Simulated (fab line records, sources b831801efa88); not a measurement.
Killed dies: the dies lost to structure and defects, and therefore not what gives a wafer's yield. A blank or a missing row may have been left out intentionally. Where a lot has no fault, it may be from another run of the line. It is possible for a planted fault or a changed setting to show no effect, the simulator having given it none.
Comparing a struck lot with a sound one || flow sky130 || 17 out of 708 route steps
Sound: wafers L405.1, L405.3, L405.4. Wafers struck: L416.1, L416.2, L416.5. The cause comes at the end.
Order at every step that has rows: each side's tool, ch and its chambers, its first start. Under that, the readings that differ: sound wafers || struck wafers || difference of the means || sigmas: that difference in standard deviations of wafers without a fault.
alike: words and numbers the same on both sides, and readings whose means are apart by under 2 such deviations; not compared: readings that were withheld, readings missing a value for some wafer, numbers with overlapping values and no deviation given by the record, and bounds like >300 which may hide the same value.
The two part at a step that has a row with sigmas, a row that says differs or no value, or rows on one side only. Numbers that don't overlap but have no deviation are shown without sigmas and don't part them. Lack of a reading on every wafer of one side parts them only where that side has two or more wafers.

first, 1 step without rows for these wafers: SKY_VT_ADJUST_LVTN_IMPLANT_19.
SKY_VT_ADJUST_LVTN_STRIP_20: strips in O2/N2.
  sound on plasmaAsher-02 ch 0,1, day 9 05:40; struck on plasmaAsher-02 ch 0,1, day 12 02:22
  alike: drypumpMotorCurrentA, oesProductAu, stripTimeToEndpointS
  not compared: rfHoursCounterH
SKY_VT_ADJUST_LVTN_TW_MEAS_21:
  sound on filmMetro-02, day 9 05:46; struck on filmMetro-03, day 12 02:28
  alike: VT_ADJUST_LVTN_2_TW
then, 7 steps without rows for these wafers: SKY_VT_ADJUST_NCORE_DEHYDRATE_00 (time 60 s); SKY_VT_ADJUST_NCORE_HMDS_01 (prime time 60 s); SKY_VT_ADJUST_NCORE_COAT_02 (resist thk 1140 nm); SKY_VT_ADJUST_NCORE_SOFTBAKE_03 (time 60 s); SKY_VT_ADJUST_NCORE_EXPOSE_04 (exposes mask LVTN COMPLEMENT THIN, target cd 380 nm); SKY_VT_ADJUST_NCORE_PEB_05; SKY_VT_ADJUST_NCORE_DEVELOP_06 (develop time 58.31 s).
SKY_VT_ADJUST_NCORE_CD_MEAS_07 targets a cd of 380 nm.
  sound on cdSem-02, day 10 03:14; struck on cdSem-01, day 13 02:38
  alike: cdNm
SKY_VT_ADJUST_NCORE_OVL_MEAS_08:
  sound on overlay-02, day 10 03:21; struck on overlay-02, day 13 02:45
  alike: VT_ADJUST_NCORE_OVL
SKY_VT_ADJUST_NCORE_IMPLANT_09:
  sound on implanter-04 ch 0, day 10 03:25; struck on implanter-04 ch 0, day 13 02:47
{"reading": "beamEnergyKeV", "sound": "10.005 10.002 10.005", "struck": "12.146 12.149 12.148", "difference": "+2.144", "sigmas": "+99 or more"}
{"reading": "model.implant.rpNm (nm)", "sound": "34.22 34.22 34.22", "struck": "41.47 41.47 41.47", "difference": "+7.25", "sigmas": ""}
{"reading": "model.implant.drpNm (nm)", "sound": "17.11 17.11 17.11", "struck": "19.67 19.67 19.67", "difference": "+2.56", "sigmas": ""}
SKY_VT_ADJUST_NCORE_STRIP_10: strips in O2/N2.
  sound on plasmaAsher-04 ch 0,1, day 10 03:34; struck on plasmaAsher-03 ch 0,1, day 13 02:56
{"reading": "drypumpMotorCurrentA (A)", "sound": "5.4 5.3 6.0", "struck": "6.1 6.5 6.5", "difference": "+0.8", "sigmas": "+2"}
  alike: oesProductAu, stripTimeToEndpointS
  not compared: rfHoursCounterH
SKY_VT_ADJUST_NCORE_TW_MEAS_11:
  sound on filmMetro-03, day 10 03:40; struck on filmMetro-03, day 13 03:02
{"reading": "VT_ADJUST_NCORE_TW", "sound": "217.5 218.3 217.2", "struck": "227.2 228.1 226.5", "difference": "+9.6", "sigmas": "+4"}
then, 1 step without rows for these wafers: SKY_VT_ADJUST_HVTR_DEHYDRATE_00 (time 60 s).
-- here the record skips 36 days between the struck wafers' starts before and after, leaving off in module VT_ADJUST_HVTR and picking up in module PAD_OPEN (first step shown: number 708 of the route) --
SKY_PAD_OPEN_PROBE_99:
  sound on prober-02, day 47 02:11; struck on prober-01, day 49 12:06
{"reading": "model.etest.resPwellUnderGate.rsOhmSq", "sound": "2307 2302 2308", "struck": "2294 2270 2292", "difference": -20, "sigmas": ""}
{"reading": "model.etest.pfetG5v0d10v5.vtSatV (V)", "sound": "-0.6115 -0.6122 -0.6103", "struck": "-0.628 -0.6418 -0.6321", "difference": -0.023, "sigmas": ""}
{"reading": "model.etest.pfetG5v0d10v5.vtLongV (V)", "sound": "-0.926 -0.9183 -0.9138", "struck": "-0.9339 -0.9334 -0.9375", "difference": -0.0156, "sigmas": ""}
{"reading": "model.etest.nfetG5v0d10v5.bodyRiseV (V)", "sound": "0.6812 0.6832 0.689", "struck": "0.7089 0.7137 0.7125", "difference": "+0.0272", "sigmas": ""}
{"reading": "model.etest.nfet_16v.bodyRiseV (V)", "sound": "0.6786 0.6764 0.6861", "struck": "0.7025 0.7096 0.7074", "difference": "+0.0261", "sigmas": ""}
  alike: killed_at_M0_to_M3, killed_at_M4_up, killedAtContacts, killedAtFrontEnd, killedAtOther, killedDies, killedOpen, killedShort
  not compared: model.etest.nfet_16v.rOnOhmUm, model.etest.pfetG5v0d10v5.offLog10AUm, model.etest.pfet_16v.vtV

WHERE THEY PART
Last at SKY_VT_ADJUST_NCORE_TW_MEAS_11 as far as this record goes, first at SKY_VT_ADJUST_NCORE_IMPLANT_09. Later steps at which nothing parts them and some readings are alike: SKY_PAD_OPEN_PROBE_99.

WHY: the cause the simulator had injected
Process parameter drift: implanter-04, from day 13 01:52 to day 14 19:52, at SKY_VT_ADJUST_NCORE_IMPLANT_09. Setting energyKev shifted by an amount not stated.
